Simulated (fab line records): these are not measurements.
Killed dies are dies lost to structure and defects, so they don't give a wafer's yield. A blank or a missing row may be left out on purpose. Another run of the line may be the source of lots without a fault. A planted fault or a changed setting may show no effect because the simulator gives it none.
Lot-split experiment ; flow sky130 ; 23 wafers read from 5 lots, route of 708 steps

## ABOUT THE SPLIT
At SKY_GATE_OXIDE_OXIDATION_01 (stabilise 600 s, purge 300 s, target thk 10.268 nm), the setting oxTimeS was moved away from the recipe's 1473 s on 20 of the 23 wafers read, by -10.4% to +9.3%. This setting was run at the recipe's value on the other wafers.

Reading taken at the split's own step.

## THE READING
SiO2_of_GATE_OXIDE_OXIDATION_01.thkNm (the simulator's own value, which no gauge read), in nm, at SKY_GATE_OXIDE_OXIDATION_01 (stabilise 600 s, purge 300 s, target thk 10.268 nm). The file gives no usual value for it. Here, 3 wafers ran the recipe; their average is 10.533 nm with a standard deviation of 0.061 nm.

wafer;tool, chamber at the split;oxTimeS as run, s;against the recipe;SiO2_of_GATE_OXIDE_OXIDATION_01.thkNm, nm;against lot-mates on the recipe
L074.1;-, -;1610;+9.3%;10.5;no lot-mate on the recipe
L074.2;-, -;1610;+9.3%;10.61;no lot-mate on the recipe
L074.3;-, -;1610;+9.3%;10.63;no lot-mate on the recipe
L074.4;-, -;1610;+9.3%;10.65;no lot-mate on the recipe
L074.6;-, -;1610;+9.3%;10.69;no lot-mate on the recipe
L075.1;-, -;1567;+6.4%;10.71;no lot-mate on the recipe
L075.3;-, -;1567;+6.4%;10.67;no lot-mate on the recipe
L075.6;-, -;1567;+6.4%;10.67;no lot-mate on the recipe
L075.4;-, -;1567;+6.4%;10.72;no lot-mate on the recipe
L075.5;-, -;1567;+6.4%;10.64;no lot-mate on the recipe
L076.1;-, -;1333;-9.5%;9.811;no lot-mate on the recipe
L076.2;-, -;1333;-9.5%;10.01;no lot-mate on the recipe
L076.3;-, -;1333;-9.5%;9.784;no lot-mate on the recipe
L076.5;-, -;1333;-9.5%;9.78;no lot-mate on the recipe
L076.6;-, -;1333;-9.5%;9.77;no lot-mate on the recipe
L077.1;-, -;1320;-10.4%;9.455;no lot-mate on the recipe
L077.2;-, -;1320;-10.4%;9.604;no lot-mate on the recipe
L077.3;-, -;1320;-10.4%;9.505;no lot-mate on the recipe
L077.4;-, -;1320;-10.4%;9.661;no lot-mate on the recipe
L077.6;-, -;1320;-10.4%;9.489;no lot-mate on the recipe
L081.1;furnace-01, 0;1473;recipe;10.49;-
L081.2;furnace-01, 0;1473;recipe;10.49;-
L081.3;furnace-01, 0;1473;recipe;10.62;-

FIT RESULTS
A straight line over all 23 wafers: SiO2_of_GATE_OXIDE_OXIDATION_01.thkNm changes by +0.0539 nm for each +1% of oxTimeS; r = +0.94; the points scatter about the line by 0.17 nm.
Too few moved wafers with a lot-mate on the recipe to fit a line net of each lot's own level.

## THE FILE'S OWN FIT
SiO2_of_GATE_OXIDE_OXIDATION_01.thkNm changes by +0.0539 nm for each +1% of oxTimeS, r = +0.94.
